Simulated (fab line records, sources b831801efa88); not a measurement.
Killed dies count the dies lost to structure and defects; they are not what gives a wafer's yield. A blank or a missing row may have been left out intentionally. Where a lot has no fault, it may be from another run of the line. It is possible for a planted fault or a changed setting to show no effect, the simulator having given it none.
Which of the tools did it? || flow sky130 || 13 lots with 39 wafers sampled at 3 steps, on a route of 708 steps

## WHAT THE GAUGES READ, wafer by wafer
SKY_VIA4_RS_MEAS_19: measures by four-point-probe. Usual: VIA4_W_RS typically reads 0.2257 ohm/sq, with standard deviation 0.0026.
{"lot": "L667", "measured": "day 42 06:25", "on": "filmMetro-02", "VIA4_W_RS (ohm/sq)": "0.2217 0.2233 0.2226", "flag": ""}
{"lot": "L668", "measured": "day 42 19:59", "on": "filmMetro-01", "VIA4_W_RS (ohm/sq)": "0.2270 0.2299 0.2272", "flag": ""}
{"lot": "L669", "measured": "day 43 05:59", "on": "filmMetro-01", "VIA4_W_RS (ohm/sq)": "0.2271 0.2215 0.2276", "flag": ""}
{"lot": "L671", "measured": "day 44 01:15", "on": "filmMetro-03", "VIA4_W_RS (ohm/sq)": "0.2249 0.2219 0.2280", "flag": ""}
{"lot": "L675", "measured": "day 44 23:25", "on": "filmMetro-02", "VIA4_W_RS (ohm/sq)": "0.2184 0.2244 0.2216", "flag": ""}
{"lot": "L678", "measured": "day 46 01:06", "on": "filmMetro-01", "VIA4_W_RS (ohm/sq)": "0.2282 0.2292 0.2292", "flag": ""}
{"lot": "L679", "measured": "day 46 08:55", "on": "filmMetro-02", "VIA4_W_RS (ohm/sq)": "0.2247 0.2247 0.2251", "flag": ""}
{"lot": "L681", "measured": "day 47 07:09", "on": "filmMetro-03", "VIA4_W_RS (ohm/sq)": "0.2229 0.2226 0.2236", "flag": ""}
{"lot": "L682", "measured": "day 47 08:46", "on": "filmMetro-01", "VIA4_W_RS (ohm/sq)": "0.2267 0.2248 0.2237", "flag": ""}
{"lot": "L683", "measured": "day 47 08:59", "on": "filmMetro-03", "VIA4_W_RS (ohm/sq)": "0.2264 0.2236 0.2262", "flag": ""}
{"lot": "L688", "measured": "day 48 14:40", "on": "filmMetro-01", "VIA4_W_RS (ohm/sq)": "0.2276 0.2254 0.2317", "flag": ""}
{"lot": "L689", "measured": "day 48 15:34", "on": "filmMetro-02", "VIA4_W_RS (ohm/sq)": "0.2292 0.2265 0.2285", "flag": ""}
{"lot": "L690", "measured": "day 48 20:44", "on": "filmMetro-01", "VIA4_W_RS (ohm/sq)": "0.2287 0.2271 0.2307", "flag": ""}

## WHAT TOOL EACH LOT RAN ON (gives the tool, then ch and the chambers of the sampled wafers, and finally the start)
{"lot": "L667", "SKY_CONTACT_ETCH_17": "rieDiel-02 ch 0,1,3, day 30 23:53", "SKY_VIA4_SPUTTER_17": "pvdSputter-02, day 42 06:11"}
{"lot": "L668", "SKY_CONTACT_ETCH_17": "rieDiel-03 ch 1,2,3, day 31 15:01", "SKY_VIA4_SPUTTER_17": "pvdSputter-01, day 42 19:43"}
{"lot": "L669", "SKY_CONTACT_ETCH_17": "rieDiel-03 ch 0,1,2, day 32 01:26", "SKY_VIA4_SPUTTER_17": "pvdSputter-03, day 43 05:47"}
{"lot": "L671", "SKY_CONTACT_ETCH_17": "rieDiel-01 ch 1,2,3, day 32 22:20", "SKY_VIA4_SPUTTER_17": "pvdSputter-02, day 44 00:59"}
{"lot": "L675", "SKY_CONTACT_ETCH_17": "rieDiel-01 ch 0,1,3, day 34 01:50", "SKY_VIA4_SPUTTER_17": "pvdSputter-01, day 44 23:12"}
{"lot": "L678", "SKY_CONTACT_ETCH_17": "rieDiel-01 ch 0,2,3, day 35 06:17", "SKY_VIA4_SPUTTER_17": "pvdSputter-03, day 46 00:50"}
{"lot": "L679", "SKY_CONTACT_ETCH_17": "rieDiel-03 ch 0,2,3, day 35 22:53", "SKY_VIA4_SPUTTER_17": "pvdSputter-01, day 46 08:41"}
{"lot": "L681", "SKY_CONTACT_ETCH_17": "rieDiel-02 ch 1,2,3, day 37 00:59", "SKY_VIA4_SPUTTER_17": "pvdSputter-03, day 47 06:54"}
{"lot": "L682", "SKY_CONTACT_ETCH_17": "rieDiel-02 ch 1,2,3, day 37 07:02", "SKY_VIA4_SPUTTER_17": "pvdSputter-03, day 47 08:31"}
{"lot": "L683", "SKY_CONTACT_ETCH_17": "rieDiel-02 ch 0,1,3, day 37 08:10", "SKY_VIA4_SPUTTER_17": "pvdSputter-01, day 47 08:46"}
{"lot": "L688", "SKY_CONTACT_ETCH_17": "rieDiel-01 ch 0,1,3, day 38 20:23", "SKY_VIA4_SPUTTER_17": "pvdSputter-02, day 48 14:25"}
{"lot": "L689", "SKY_CONTACT_ETCH_17": "rieDiel-02 ch 1,2,3, day 38 21:23", "SKY_VIA4_SPUTTER_17": "pvdSputter-02, day 48 15:20"}
{"lot": "L690", "SKY_CONTACT_ETCH_17": "rieDiel-02 ch 2,3, day 39 12:20", "SKY_VIA4_SPUTTER_17": "pvdSputter-02, day 48 20:31"}
- SKY_CONTACT_ETCH_17: etches SiO2 in C4F8/O2/Ar, stops on Si3N4, target depth 340 nm.
- SKY_VIA4_SPUTTER_17: material TiN, target thk 20 nm, time 80 s.

## WHAT THE TOOLS THEMSELVES READ (means of the sampled wafers that have a number; where no wafer has one, the mark that the record gives instead)
SKY_CONTACT_ETCH_17. Usual: oesProductAu at 0.891 a.u., with a standard deviation of 0.0047.
{"lot": "L667", "tool": "rieDiel-02", "oesProductAu (a.u.)": 0.892, "flag": ""}
{"lot": "L668", "tool": "rieDiel-03", "oesProductAu (a.u.)": 0.891, "flag": ""}
{"lot": "L669", "tool": "rieDiel-03", "oesProductAu (a.u.)": 0.890, "flag": ""}
{"lot": "L671", "tool": "rieDiel-01", "oesProductAu (a.u.)": 0.893, "flag": ""}
{"lot": "L675", "tool": "rieDiel-01", "oesProductAu (a.u.)": 0.889, "flag": ""}
{"lot": "L678", "tool": "rieDiel-01", "oesProductAu (a.u.)": 0.893, "flag": ""}
{"lot": "L679", "tool": "rieDiel-03", "oesProductAu (a.u.)": 0.898, "flag": ""}
{"lot": "L681", "tool": "rieDiel-02", "oesProductAu (a.u.)": 0.885, "flag": ""}
{"lot": "L682", "tool": "rieDiel-02", "oesProductAu (a.u.)": 0.889, "flag": ""}
{"lot": "L683", "tool": "rieDiel-02", "oesProductAu (a.u.)": 0.893, "flag": ""}
{"lot": "L688", "tool": "rieDiel-01", "oesProductAu (a.u.)": 0.893, "flag": ""}
{"lot": "L689", "tool": "rieDiel-02", "oesProductAu (a.u.)": 0.890, "flag": ""}
{"lot": "L690", "tool": "rieDiel-02", "oesProductAu (a.u.)": 0.896, "flag": ""}

SKY_VIA4_SPUTTER_17. Usual: throttleValvePct at 30.0 %, with a standard deviation of 0.92.
{"lot": "L667", "tool": "pvdSputter-02", "throttleValvePct (%)": 30.7, "flag": ""}
{"lot": "L668", "tool": "pvdSputter-01", "throttleValvePct (%)": 30.4, "flag": ""}
{"lot": "L669", "tool": "pvdSputter-03", "throttleValvePct (%)": 30.0, "flag": ""}
{"lot": "L671", "tool": "pvdSputter-02", "throttleValvePct (%)": 29.9, "flag": ""}
{"lot": "L675", "tool": "pvdSputter-01", "throttleValvePct (%)": 30.7, "flag": ""}
{"lot": "L678", "tool": "pvdSputter-03", "throttleValvePct (%)": 28.8, "flag": ""}
{"lot": "L679", "tool": "pvdSputter-01", "throttleValvePct (%)": 30.6, "flag": ""}
{"lot": "L681", "tool": "pvdSputter-03", "throttleValvePct (%)": 29.3, "flag": ""}
{"lot": "L682", "tool": "pvdSputter-03", "throttleValvePct (%)": 29.2, "flag": ""}
{"lot": "L683", "tool": "pvdSputter-01", "throttleValvePct (%)": 30.6, "flag": ""}
{"lot": "L688", "tool": "pvdSputter-02", "throttleValvePct (%)": 30.7, "flag": ""}
{"lot": "L689", "tool": "pvdSputter-02", "throttleValvePct (%)": 30.7, "flag": ""}
{"lot": "L690", "tool": "pvdSputter-02", "throttleValvePct (%)": 31.2, "flag": ""}

## THE ANSWER, worked out from the rows above alone
Rule: a lot counts as off when the mean over its wafers that have a number is more than 3 standard deviations away from the usual mean. Also off: a lot with no number at a reading for which 4 or more lots have one. Where the step has rows for the other lots, those lots are counted as sound. The gauges are gone through in route order, then the tools' own readings, and for those a lot's mean is taken as printed above. At the first step where some lot is off, the reading lying furthest off is the one used; lots without a number count as furthest.
No lot is off on any of the readings shown, so nothing can be concluded from this.

## WHAT WAS PUT IN BY THE SIMULATOR
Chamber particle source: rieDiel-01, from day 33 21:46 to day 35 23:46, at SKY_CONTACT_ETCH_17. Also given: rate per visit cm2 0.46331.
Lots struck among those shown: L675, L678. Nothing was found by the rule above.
